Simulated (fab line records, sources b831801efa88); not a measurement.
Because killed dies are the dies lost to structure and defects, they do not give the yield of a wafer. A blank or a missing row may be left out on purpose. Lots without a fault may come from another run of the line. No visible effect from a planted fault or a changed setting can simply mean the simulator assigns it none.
Comparing a struck lot with a sound one + flow sky130 + 14 out of 708 route steps
Sound: wafers L368.3, L368.4, L368.6. The struck wafers were L380.1, L380.3, L380.6. The cause is given at the end.
Each step with rows lists, per side, the tool, then ch with its chambers, then its first start. Under that, the readings that differ: sound wafers + struck wafers + difference of the means + sigmas: that difference in standard deviations of wafers without a fault.
alike: a reading whose means differ by less than 2 such deviations, as well as words and numbers matching on both sides. not compared: withheld readings; readings where some wafer has no value; bounds like >300 that might hide an equal value; numbers whose values overlap and for which the record gives no deviation.
Wherever a step has rows on one side only, a row that says differs or no value, or a row with sigmas, the two part there. When numbers do not overlap yet have no deviation, they are printed without sigmas and do not part them. Lack of a reading on every wafer of one side parts them only where that side has two or more wafers.

first, 2 steps without rows for these wafers: SKY_LDD_HVN_PEB_05; SKY_LDD_HVN_DEVELOP_06 (develop time 60 s).
SKY_LDD_HVN_OVL_MEAS_07:
  sound: overlay-02 at day 20 19:38; struck: overlay-02 at day 24 19:20
  alike: LDD_HVN_OVL
following that, these wafers have no rows for 1 step: SKY_LDD_HVN_IMPLANT_08.
SKY_LDD_HVN_STRIP_09: strips in O2/N2.
  sound on plasma-asher-03 ch 0,1, day 20 19:50; struck on plasma-asher-02 ch 0,1, day 24 19:31
  alike: drypump-motor-current-A, oes-product-au, strip-time-to-endpoint-s
  not compared: rf-hours-counter-h
SKY_LDD_HVN_TW_MEAS_10:
  sound: film-metro-01 at day 20 19:55; struck: film-metro-02 at day 24 19:37
  alike: LDD_HVN_TW
then, 6 steps without rows for these wafers: SKY_LDD_HVP_DEHYDRATE_00 (time 60 s); SKY_LDD_HVP_HMDS_01 (prime time 60 s); SKY_LDD_HVP_COAT_02 (resist thk 296.3 nm); SKY_LDD_HVP_SOFTBAKE_03 (time 60 s); SKY_LDD_HVP_EXPOSE_04 (exposes mask HVPTM, target cd 700 nm); SKY_LDD_HVP_PEB_05.
SKY_LDD_HVP_DEVELOP_06: develop time 60 s.
  struck on litho-track-01, day 26 01:14; sound on litho-track-01 ch 0, day 22 02:23
  no value came back on the struck wafers for chill-plate-temp-C (C), develop-time-s (s), exhaust-pa (Pa); on the sound wafers chill-plate-temp-C (C) reads 23.14 23.13 23.06
SKY_LDD_HVP_OVL_MEAS_07:
  sound: overlay-01 at day 22 02:30; struck: overlay-01 at day 26 01:23
| reading          | sound          | struck | difference                    | sigmas |
|------------------|----------------|--------|-------------------------------|--------|
| LDD_HVP_OVL (nm) | -2.6 -0.8 -1.8 | - - -  | no value on the struck wafers |        |

WHERE THEY PART
Last at SKY_LDD_HVP_OVL_MEAS_07 as far as this record goes, first at SKY_LDD_HVP_DEVELOP_06.

WHY: what the simulator had put in
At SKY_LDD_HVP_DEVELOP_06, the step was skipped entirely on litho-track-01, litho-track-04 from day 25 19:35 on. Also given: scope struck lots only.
